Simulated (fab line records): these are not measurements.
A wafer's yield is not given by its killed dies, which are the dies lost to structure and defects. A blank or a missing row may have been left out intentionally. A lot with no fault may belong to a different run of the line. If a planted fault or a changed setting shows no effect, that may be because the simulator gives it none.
What tool caused it? || flow sky130 || 7 lots, 21 wafers sampled, at 4 steps of a route of 708

## WHAT THE GAUGES SHOWED, per wafer
SKY_CAP2M_OVL_MEAS_12.
{"lot": "L212", "measured": "day 41 02:25", "on": "overlay-02", "CAP2M_OVL (nm)": "0.3 0.6 -0.1"}
{"lot": "L218", "measured": "day 43 03:44", "on": "overlay-02", "CAP2M_OVL (nm)": "0.6 -0.4 2.4"}
{"lot": "L220", "measured": "day 44 10:56", "on": "overlay-01", "CAP2M_OVL (nm)": "0.4 -0.4 -0.2"}
{"lot": "L230", "measured": "day 45 23:34", "on": "overlay-01", "CAP2M_OVL (nm)": "-2.1 -1.9 -0.6"}
{"lot": "L231", "measured": "day 46 05:05", "on": "overlay-02", "CAP2M_OVL (nm)": "-1.0 -0.5 0.4"}
{"lot": "L233", "measured": "day 46 16:14", "on": "overlay-01", "CAP2M_OVL (nm)": "-1.3 0.5 -3.6"}

## WHAT TOOL EACH LOT RAN ON (gives the tool, then ch and the chambers of the sampled wafers, and finally the start)
{"lot": "L212", "SKY_METAL3_STRIP_19": "plasma_asher-03 ch 0,1, day 38 23:16", "SKY_METAL4_SPUTTER_00": "pvd_sputter-04, day 40 02:41", "SKY_CAP2M_CVD_00": "pecvd-02 ch 0,1,2, day 40 02:50"}
{"lot": "L218", "SKY_METAL3_STRIP_19": "plasma_asher-03 ch 0,1, day 41 01:23", "SKY_METAL4_SPUTTER_00": "pvd_sputter-03, day 42 04:08", "SKY_CAP2M_CVD_00": "pecvd-04 ch 1,2, day 42 04:17"}
{"lot": "L220", "SKY_METAL3_STRIP_19": "plasma_asher-03 ch 0,1, day 42 09:20", "SKY_METAL4_SPUTTER_00": "pvd_sputter-01, day 43 11:41", "SKY_CAP2M_CVD_00": "pecvd-04 ch 0,1,2, day 43 11:51"}
{"lot": "L223", "SKY_METAL3_STRIP_19": "plasma_asher-02 ch 0,1, day 42 12:49", "SKY_METAL4_SPUTTER_00": "pvd_sputter-04, day 43 15:34", "SKY_CAP2M_CVD_00": "pecvd-02 ch 0,1, day 43 15:44"}
{"lot": "L230", "SKY_METAL3_STRIP_19": "plasma_asher-03 ch 0,1, day 44 01:47", "SKY_METAL4_SPUTTER_00": "pvd_sputter-01, day 45 02:20", "SKY_CAP2M_CVD_00": "pecvd-03 ch 0,1,2, day 45 02:29"}
{"lot": "L231", "SKY_METAL3_STRIP_19": "plasma_asher-02 ch 0,1, day 44 07:16", "SKY_METAL4_SPUTTER_00": "pvd_sputter-03, day 45 07:29", "SKY_CAP2M_CVD_00": "pecvd-04 ch 0,1,2, day 45 07:39"}
{"lot": "L233", "SKY_METAL3_STRIP_19": "plasma_asher-02 ch 0,1, day 44 19:17", "SKY_METAL4_SPUTTER_00": "pvd_sputter-01, day 45 19:59", "SKY_CAP2M_CVD_00": "pecvd-04 ch 1,2, day 45 20:08"}
- SKY_METAL3_STRIP_19: strips in O2/N2.
- SKY_METAL4_SPUTTER_00: material Ti, target thk 15 nm, time 10 s.
- SKY_CAP2M_CVD_00: deposits SiO2, target thk 15.5 nm.

## THE ANSWER, worked out from the rows above alone
Rule: the usual values come from the lots themselves. Put in order of their means at a reading, lots are off if they are a third of the lots or fewer, leave a main group of 4 or more, and stand apart from it by a gap of 3 or more times the standard deviation of the main group's means; of several such gaps the widest counts. The tables above print the reading to a certain number of digits; a main group whose means all agree to those digits is not used. Also off: a lot with no number at a reading for which 4 or more lots have one. Any other lot the step has rows for is counted as sound.
No lot is off at any reading shown: from this, nothing can be told.

## WHAT THE SIMULATOR HAD PUT IN
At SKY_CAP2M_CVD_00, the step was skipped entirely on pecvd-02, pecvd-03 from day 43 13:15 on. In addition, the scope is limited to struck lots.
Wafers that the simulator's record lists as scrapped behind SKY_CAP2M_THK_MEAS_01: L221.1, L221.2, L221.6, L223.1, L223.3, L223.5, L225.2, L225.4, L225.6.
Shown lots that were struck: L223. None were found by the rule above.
